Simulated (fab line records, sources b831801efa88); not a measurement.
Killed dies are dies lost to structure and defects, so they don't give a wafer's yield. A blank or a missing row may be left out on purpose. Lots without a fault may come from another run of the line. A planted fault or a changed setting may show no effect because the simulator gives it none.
Split-lot experiment | flow sfq_line | 5 lots, 23 wafers read, on a route of 325 steps

THE SPLIT
At SFQ_TRILAYER_M6_LITHO_EXPOSE_160 (exposes mask M6, target cd 500 nm), the setting dose_mj was moved away from the recipe's 14.4 on 11 of the 23 wafers read, by -2.2% to +3.3%. The other wafers ran this setting at the recipe's value.

FROM THE SPLIT TO THE READING: what the file shows between them, 2 steps
- SFQ_TRILAYER_M6_LITHO_PEB_162: peb time 60 s
- SFQ_TRILAYER_M6_LITHO_DEVELOP_161: time 60 s

THE READING
M6.cd_nm (the simulator's own value, which no gauge read), in nm, at SFQ_TRILAYER_M6_BARC_OPEN_METAL_ETCH_206 (etches BARC in O2, target depth 125 nm, time 41.7 s). The file gives no usual value for it. The 12 wafers here that ran the recipe average 501.5 nm, standard deviation 1.4 nm.

wafer  | tool, chamber at the split | dose_mj as run | against the recipe | M6.cd_nm, nm | against lot-mates on the recipe
L075.1 | krf_scanner-02, 0          | 14.4           | recipe             | 502          | -
L075.2 | krf_scanner-02, 0          | 14.4           | recipe             | 499.2        | -
L075.3 | krf_scanner-02, 0          | 14.09          | -2.2%              | 505          | +4.1
L075.4 | krf_scanner-02, 0          | 14.09          | -2.2%              | 505.2        | +4.3
L075.5 | krf_scanner-02, 0          | 14.4           | recipe             | 501.4        | -
L076.2 | krf_scanner-02, 0          | 14.88          | +3.3%              | 496.5        | -5.6
L076.3 | krf_scanner-02, 0          | 14.88          | +3.3%              | 495.7        | -6.4
L076.4 | krf_scanner-02, 0          | 14.4           | recipe             | 503.5        | -
L076.5 | krf_scanner-02, 0          | 14.4           | recipe             | 500.6        | -
L076.6 | krf_scanner-02, 0          | 14.88          | +3.3%              | 495.3        | -6.8
L077.1 | krf_scanner-02, 0          | 14.08          | -2.2%              | 504.6        | +2.8
L077.5 | krf_scanner-02, 0          | 14.08          | -2.2%              | 504.6        | +2.8
L077.2 | krf_scanner-02, 0          | 14.4           | recipe             | 502.9        | -
L077.4 | krf_scanner-02, 0          | 14.08          | -2.2%              | 506.1        | +4.2
L077.6 | krf_scanner-02, 0          | 14.4           | recipe             | 500.8        | -
L081.1 | krf_scanner-02, 0          | 14.4           | recipe             | 500.8        | -
L081.3 | krf_scanner-02, 0          | 14.11          | -2.0%              | 505.8        | +5.7
L081.4 | krf_scanner-02, 0          | 14.11          | -2.0%              | 504.1        | +4.0
L081.5 | krf_scanner-02, 0          | 14.4           | recipe             | 499.4        | -
L081.6 | krf_scanner-02, 0          | 14.11          | -2.0%              | 505.6        | +5.5
L083.1 | krf_scanner-02, 0          | 14.4           | recipe             | 502.8        | -
L083.3 | krf_scanner-02, 0          | 14.4           | recipe             | 503          | -
L083.4 | krf_scanner-02, 0          | 14.4           | recipe             | 502          | -

THE FIT
A straight line over all 23 wafers: M6.cd_nm changes by -1.7 nm for each +1% of dose_mj; r = -0.94; the points scatter about the line by 1.1 nm.
The same after taking each lot's own level away (the mean of its wafers on the recipe; 23 wafers): -1.9 nm for each +1%; r = -0.95; scatter 1.1 nm.
On that fit, the largest move of dose_mj shifts the reading by 6.3 nm.
The lots' own levels span 500.10 to 502.60 nm, that is 1.9 times the standard deviation above.
So the lot-to-lot level changes the slope: the two fits differ.
Check: with one of the wafers moved furthest among these (+3.3%) left out of the fit, the line predicts -6.5 nm for it against its lot-mates. It came out at -5.55 nm against them.

OTHER SPLITS ON THESE WAFERS
These wafers also went through other splits before the reading. Each is held against what the fit with the lots' levels taken away leaves over:
other split on the same wafers               | wafers away from the commonest value | r with M6.cd_nm (lot level and that fit taken away)
SFQ_TRILAYER_M5_LITHO_COAT_128 resist_thk_nm | 9                                    | -0.06
SFQ_TRILAYER_M5_ETCH_METAL_ETCH_126 time_s   | 5                                    | +0.06
SFQ_TRILAYER_R5_DEP_SPUTTER_133 time_s       | 6                                    | -0.29
SFQ_TRILAYER_R5_LITHO_COAT_141 spin_rpm      | 10                                   | -0.15
SFQ_TRILAYER_R5_ETCH_METAL_ETCH_139 time_s   | 8                                    | +0.36
SFQ_TRILAYER_I5_LITHO_PEB_147 peb_temp_c     | 8                                    | -0.25
SFQ_TRILAYER_C5_LITHO_PEB_154 peb_temp_c     | 5                                    | -0.42
SFQ_TRILAYER_M6_LITHO_COAT_164 spin_rpm      | 8                                    | +0.11

THE FILE'S OWN FIT
M6.cd_nm changes by -1.91 nm for each +1% of dose_mj, r = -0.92.
